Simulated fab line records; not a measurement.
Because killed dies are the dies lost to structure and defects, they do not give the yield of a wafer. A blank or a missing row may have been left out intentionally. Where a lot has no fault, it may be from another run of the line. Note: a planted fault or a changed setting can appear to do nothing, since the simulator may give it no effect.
A single fault, viewed from 2 desks	flow gf180mcu	each desk has only its own numbers; what lay behind them comes last

== THE METROLOGY DESK ==
What the gauges read for every lot (on any tool): the sampled wafers with a number, averaged. Any lot whose mean is over 4 standard deviations away from the usual mean is out of limits and marked OUT; that distance is given in the brackets.
Columns: A = M4_OVL at GF_M4_OVL_MEAS_15, usual -2 nm; B = V4_W_RS at GF_V4_RS_MEAS_24, usual 0.331 ohm/sq; C = V4_W_THK at GF_V4_THK_MEAS_25, usual 351 nm
lot	first seen here	A	B	C
L765	day 24 02:43	4	0.330	345
L767	day 24 18:43	-1	0.328	359
L769	day 25 09:59	7	0.331	355
L768	day 25 11:20	-1	0.328	348
L770	day 26 02:31	-6	0.333	346
L774	day 27 03:50	-9	0.327	355
L776	day 27 23:37	-6	0.327	354
L781	day 29 02:22	-5	0.327	350
L780	day 29 02:58	5	0.309 (-5.9) OUT	374 (+4.1) OUT
L782	day 29 11:43	1	0.312 (-5.1) OUT	379 (+5.0) OUT
L783	day 29 20:13	-7	0.335	353
L784	day 30 06:37	-5	0.329	347
L785	day 30 09:16	3	0.329	347
Finding of this desk: L780, L782 out of limits, first seen on L780 at day 30 00:11 (V4_W_RS at GF_V4_RS_MEAS_24). L765, L767, L769, L768, L770, L774, L776, L781, L783, L784, L785: within limits.

== FOR THE TOOL OWNER'S DESK: cvdW-02 ==
The tool's own readings at GF_V4_CVD_23 (deposits W, target thk 350 nm, time 104.9 s): means of the sampled wafers that have a number, for each lot that ran on this tool. Any lot whose mean is over 4 standard deviations away from the usual mean is out of limits and marked OUT; that distance is given in the brackets.
Columns: A = chamberPressureTorr at GF_V4_CVD_23, usual 40.02 Torr; B = heaterPowerW at GF_V4_CVD_23, usual 903 W
lot	first seen here	A	B
L765	day 25 03:19	40.00	943
L767	day 25 17:44	40.06	948
L769	day 26 08:33	39.87	949
L776	day 28 20:58	40.00	990
L780	day 29 23:58	45.65 (+66) OUT	1029
L782	day 30 08:21	45.54 (+65) OUT	945
This desk's finding: out of limits on L780, L782; first on L780, day 29 23:58 (chamberPressureTorr at GF_V4_CVD_23). L765, L767, L769, L776: within limits.

== TAKEN TOGETHER ==
At day 29 23:58, on L780, L782, the tool owner's desk was in a position to raise an alarm.
Metrology desk: alarm possible at day 30 00:11 on L780, L782.
Every lot named ran GF_V4_CVD_23 on cvdW-02.

== WHAT THE SIMULATOR PUT IN ==
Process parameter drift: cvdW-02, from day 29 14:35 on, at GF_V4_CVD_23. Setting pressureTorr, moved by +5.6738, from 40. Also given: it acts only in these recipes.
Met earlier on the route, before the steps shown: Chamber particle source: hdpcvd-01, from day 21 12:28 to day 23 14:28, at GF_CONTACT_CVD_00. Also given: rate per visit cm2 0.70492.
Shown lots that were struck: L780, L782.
Delay (hours) between the fault's onset and each desk's first out-of-limits reading: 9 at the tool owner's desk, 10 at the metrology desk.
